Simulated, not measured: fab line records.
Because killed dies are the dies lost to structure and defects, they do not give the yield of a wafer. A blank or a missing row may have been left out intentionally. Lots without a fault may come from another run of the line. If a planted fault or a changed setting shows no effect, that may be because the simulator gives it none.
Matching of chambers -- flow sky130 -- rieDiel-01 running SKY_LI_CONTACT_ETCH_15: 4 sister chambers
The step etches PSG in C4F8/O2/Ar, stops on Si, target depth 600 nm. 4 wafers are shown with their chamber, then 12 later ones without.

== WAFERS PAIRED WITH THEIR CHAMBERS ==
wafer,chamber,oesProductAu (a.u.)
L092.2,3,0.827
L092.3,0,0.835
L092.5,1,0.840
L092.6,2,0.830

== WAFERS WITH NO CHAMBER GIVEN ==
wafer,oesProductAu (a.u.)
L094.2,0.835
L094.3,0.835
L094.4,0.840
L095.1,0.832
L095.2,0.834
L095.5,0.839
L096.1,0.840
L096.2,0.834
L096.4,0.835
L097.3,0.845
L097.4,0.838
L097.5,0.834

== CHAMBER TAKEN BY EACH ==
wafer,from the rows above,in truth
L094.2,0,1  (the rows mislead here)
L094.3,0,0
L094.4,1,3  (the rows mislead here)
L095.1,can't be placed: 2 or 0 or 3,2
L095.2,can't be placed: 0 or 2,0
L095.5,can't be placed: 1 or 0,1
L096.1,1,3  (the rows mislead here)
L096.2,can't be placed: 0 or 2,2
L096.4,0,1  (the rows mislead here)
L097.3,1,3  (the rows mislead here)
L097.4,can't be placed: 1 or 0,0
L097.5,can't be placed: 0 or 2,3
Correctly placed: 1 of 12. Cannot be placed on the basis of these rows: 6; the candidates contain the true chamber in 5. Wrongly placed: 5.
How it was worked out, from the rows above alone: a wafer's distance from a chamber is the root of the sum, over the readings, of the square of ((its reading less the chamber's mean) divided by the reading's scatter). If the next closest chamber is less than 2 further off than the closest, the wafer can't be placed; otherwise it belongs to the closest. For every chamber, the mean is computed from those of its wafers that are shown. The scatter (one wafer shown for each chamber): square how far every hidden wafer sits from the nearest shown wafer, average those squares and take the square root.
